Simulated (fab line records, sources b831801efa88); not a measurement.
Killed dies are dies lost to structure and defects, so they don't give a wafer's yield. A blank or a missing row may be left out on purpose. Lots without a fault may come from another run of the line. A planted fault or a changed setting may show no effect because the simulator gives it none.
One fault seen from 2 desks | flow sfq_line | each desk has only its own numbers; what lay behind them comes last

THE TOOL OWNER'S DESK: rie_diel-03
The tool's own readings at SFQ_TRILAYER_I4_VIA_BARC_OPEN_VIA_ETCH_146 (etches BARC in O2, target depth 125 nm, time 41.7 s): means of the sampled wafers that have a number, for each lot that ran on this tool. A lot is out of limits, marked OUT, if its mean lies more than 4 standard deviations from the usual mean; the brackets give that distance.
Columns: A = drypump_motor_current_A at SFQ_TRILAYER_I4_VIA_BARC_OPEN_VIA_ETCH_146, usual 5.7 A; B = oes_product_au at SFQ_TRILAYER_I4_VIA_BARC_OPEN_VIA_ETCH_146, usual 0.686 a.u.
lot  | first seen here | A   | B
L367 | day 45 05:05    | 6.0 | 0.687
L372 | day 52 20:53    | 5.6 | 0.688
L374 | day 53 05:22    | 6.0 | 0.685
This desk's finding: nothing out of limits on any of the 3 lots.

THE METROLOGY DESK
What the gauges read, lot by lot, whatever tool the lot ran on: means of the sampled wafers that have a number. A lot is out of limits, marked OUT, if its mean lies more than 4 standard deviations from the usual mean; the brackets give that distance.
Columns: A = I4_BOW at SFQ_I4_BOW_MEAS_927, usual 5 um; B = I4_OVL at SFQ_I4_OVL_MEAS_928, usual -1 nm
lot  | first seen here | A  | B
L364 | day 40 08:58    | 3  | -2
L367 | day 45 00:50    | 6  | -6
L372 | day 48 03:51    | -6 | -1
L374 | day 48 10:21    | 16 | 0
L377 | day 52 15:18    | 10 | -5
L381 | day 57 23:06    | -0 | -5
This desk's finding: nothing out of limits on any of the 6 lots.

PUT TOGETHER
The tool owner's desk saw nothing out of limits.
The metrology desk saw nothing out of limits.

WHAT THE SIMULATOR HAD PUT IN
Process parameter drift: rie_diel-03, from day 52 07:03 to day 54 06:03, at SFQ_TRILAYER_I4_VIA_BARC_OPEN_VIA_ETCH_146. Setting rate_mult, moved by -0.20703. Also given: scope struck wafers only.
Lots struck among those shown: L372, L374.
